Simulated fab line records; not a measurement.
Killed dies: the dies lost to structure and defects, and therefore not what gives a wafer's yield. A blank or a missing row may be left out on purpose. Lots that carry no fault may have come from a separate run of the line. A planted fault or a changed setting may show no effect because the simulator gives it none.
Chamber matching ; flow sky130 ; 4 sister chambers for SKY_VIA3_CMP_24 on cmp-01
The step polishes, stops on SiO2, t overpolish 20 s, target thk 0 nm. 8 wafers are shown with their chamber, then 11 later ones without.

## WAFERS WITH THEIR CHAMBER
wafer;chamber;motor_current_A (A);time_to_endpoint_s (s)
L080.5;2;11.4;92
L084.6;1;11.2;93
L085.4;2;11.2;96
L085.5;0;11.0;99
L086.1;3;12.2;95
L086.2;1;11.6;95
L086.4;0;11.1;92
L089.1;3;11.4;101

## WAFERS WITHOUT THEIR CHAMBER
wafer;motor_current_A (A);time_to_endpoint_s (s)
L089.2;11.6;98
L089.4;12.1;98
L090.2;10.7;95
L090.5;10.9;95
L090.6;10.9;95
L095.3;11.2;99
L095.4;11.6;98
L095.5;11.4;95
L096.4;11.7;97
L096.5;11.9;101
L096.6;11.0;95

## EACH ONE'S CHAMBER
wafer;from the rows above;in truth
L089.2;can't be placed: 3 or 1 or 2 or 0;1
L089.4;can't be placed: 3 or 1 or 2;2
L090.2;can't be placed: 0 or 2 or 1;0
L090.5;can't be placed: 0 or 2 or 1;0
L090.6;can't be placed: 0 or 2 or 1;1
L095.3;can't be placed: 0 or 2 or 1 or 3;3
L095.4;can't be placed: 3 or 1 or 2 or 0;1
L095.5;can't be placed: 1 or 2 or 0 or 3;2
L096.4;can't be placed: 3 or 1 or 2 or 0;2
L096.5;can't be placed: 3 or 1 or 2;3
L096.6;can't be placed: 0 or 2 or 1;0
0 of 11 placed correctly. Not placeable from these rows: 11 (in 11, the candidates include the true chamber). Wrongly placed: 0.
How it was worked out, from the rows above alone: a wafer's distance from a chamber is the root of the sum, over the readings, of the square of ((its reading less the chamber's mean) divided by the reading's scatter). The wafer belongs to the nearest chamber; if the next one is less than 2 further off, it can't be placed. For every chamber, the mean is computed from those of its wafers that are shown. The scatter: take each reading less its chamber's mean, square it, sum over the shown wafers, divide by the number of wafers less the number of chambers, and take the root.
